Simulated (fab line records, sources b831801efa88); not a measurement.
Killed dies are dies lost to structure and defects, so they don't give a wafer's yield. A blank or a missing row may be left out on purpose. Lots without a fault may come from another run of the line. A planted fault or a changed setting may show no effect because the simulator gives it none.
Chamber matching | flow sky130 | SKY_VIA3_ETCH_14 on rie_diel-04: 4 sister chambers
The step etches BARC in N2/H2, stops on SiO2, time 45.9 s, target depth 60 nm. 4 wafers are shown with their chamber, then 10 later ones without.

WAFERS WITH THEIR CHAMBER
wafer  | chamber | drypump_motor_current_A (A)
L085.4 | 1       | 5.4
L092.3 | 0       | 4.9
L092.5 | 3       | 5.9
L090.5 | 2       | 5.0

WAFERS WITHOUT THEIR CHAMBER
wafer  | drypump_motor_current_A (A)
L090.6 | 5.9
L094.1 | 5.9
L094.4 | 4.8
L094.5 | 4.8
L096.1 | 5.4
L096.2 | 4.8
L096.3 | 5.9
L096.4 | 5.0
L096.5 | 4.8
L096.6 | 5.9

WHICH CHAMBER EACH WENT THROUGH
wafer  | from the rows above     | in truth
L090.6 | 3                       | 3
L094.1 | 3                       | 3
L094.4 | can't be placed: 0 or 2 | 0
L094.5 | can't be placed: 0 or 2 | 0
L096.1 | 1                       | 1
L096.2 | can't be placed: 0 or 2 | 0
L096.3 | 3                       | 3
L096.4 | can't be placed: 2 or 0 | 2
L096.5 | can't be placed: 0 or 2 | 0
L096.6 | 3                       | 3
Placed correctly: 5 of 10. Can't be placed from these rows: 5 (the true chamber is among the candidates in 5). Placed wrongly: 0.
How it was worked out, from the rows above alone: a wafer's distance from a chamber is the root of the sum, over the readings, of the square of ((its reading less the chamber's mean) divided by the reading's scatter). The wafer belongs to the nearest chamber; if the next one is less than 2 further off, it can't be placed. A chamber's mean is the mean of its shown wafers. The scatter: with one shown wafer a chamber, the root of the mean of the squares of how far each hidden wafer lies from its nearest shown one.
